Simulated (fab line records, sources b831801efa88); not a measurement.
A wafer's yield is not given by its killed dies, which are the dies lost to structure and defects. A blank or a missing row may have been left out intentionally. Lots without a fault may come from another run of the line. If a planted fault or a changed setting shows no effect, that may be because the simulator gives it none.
Problem report, 8D (eight disciplines) form, completed by code / flow sky130 / the parts of the form that need people (team, actions taken, sign-off) are left out

1. THE ISSUE
Mean LDD_LDN_TW at SKY_LDD_LDN_TW_MEAS_13: 1429 over 6 wafers in 2 lots; fault-free wafers: 1488, standard deviation 8.6. Relative to the usual mean, that is a shift of -6.9 standard deviations.
Seen first at day 29 14:15 on film-metro-03, wafer L909.2. The record has a number at this step for 39 wafers belonging to 13 lots. Rule for "out" (also "out of limits"): further than 4 standard deviations from the usual mean. The other wafers with a number count as sound.

2. WHAT IT IS, AND WHAT IT ISN'T
question=which readings at this step | is=LDD_LDN_TW | is not=-
question=which lots | is=L909, L910 | is not=L890, L892, L894, L896, L898, L899, L900, L901, L903, L907, L913
question=which wafers of those lots | is=all that have a number | is not=-
question=read on which gauges | is=film-metro-03, film-metro-04 | is not=-
question=when | is=from day 29 14:15 | is not=up to then (30 sound wafers); but 3 sound wafers of L913 came after

3. WHAT RULES OUT EACH SUSPECT
Counting: a tool stays on the suspect list if, at a process step up to the reading, it processed all lots that are out and no sound lot following the first of them.
- the gauge at SKY_LDD_LDN_TW_MEAS_13 has been ruled out. The wafers that are out were read on 2 gauges (film-metro-03, film-metro-04).
- implanter-02 at SKY_LDD_LDN_IMPLANT_10: kept. It processed each lot that is out, first L909 at day 29 13:52, and no sound lot thereafter; up to then, the last sound lot it processed was L907 at day 28 23:50. Its own readings are out on those wafers: dose-ions-cm2, faraday-current-uA.
- plasma-asher-04 at SKY_LDD_LDN_STRIP_12 (strips in O2/N2): ruled out as a lasting fault. Following L909 (day 29 14:08), the first lot on it that is out, the sound lots L913 were run on it.
After counting, what remains is implanter-02 at SKY_LDD_LDN_IMPLANT_10.

4. THE CAUSE (what the simulator had put in)
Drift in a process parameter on implanter-02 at SKY_LDD_LDN_IMPLANT_10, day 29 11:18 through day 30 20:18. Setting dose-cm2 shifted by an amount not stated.
This tool alone remained once counting was done.

5. SEQUENCE OF EFFECTS, ordered by route
Each row: a reading where the mean over the struck wafers with a number is more than 3 standard deviations away from the usual. Scope: only readings with a usual standard deviation given in the record; hours: median across lots of the time from each lot's start at the first step in this table that gives one to its start at this step; sigmas: change in usual standard deviations.
hours=0; step=SKY_LDD_LDN_IMPLANT_10; reading=dose-ions-cm2; usual=1.25e+13; on struck wafers=6.33e+12; change=-6.17e+12; sigmas=-99 or more
hours=0; step=SKY_LDD_LDN_IMPLANT_10; reading=faraday-current-uA; usual=70.4; on struck wafers=35.6; change=-34.8; sigmas=-25
hours=0; step=SKY_LDD_LDN_TW_MEAS_13; reading=LDD_LDN_TW; usual=1488; on struck wafers=1429; change=-59; sigmas=-6.9
Here are the process steps it includes:
- SKY_LDD_LDN_IMPLANT_10

6. WHAT WOULD HAVE CAUGHT IT SOONER
The first out-of-limits reading at a measuring or inspecting step in this record came at day 29 14:15, 3 hours after the fault's start at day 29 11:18.
At SKY_LDD_LDN_IMPLANT_10, the tool's own readings (dose-ions-cm2, faraday-current-uA) were out on each struck wafer the step has a row for, so an alarm limit on them would have fired on the first such wafer.
Among the 2 lots that are out, L910 began SKY_LDD_LDN_IMPLANT_10 on implanter-02 after day 29 14:15. A hold on the tool at that time would have spared it.
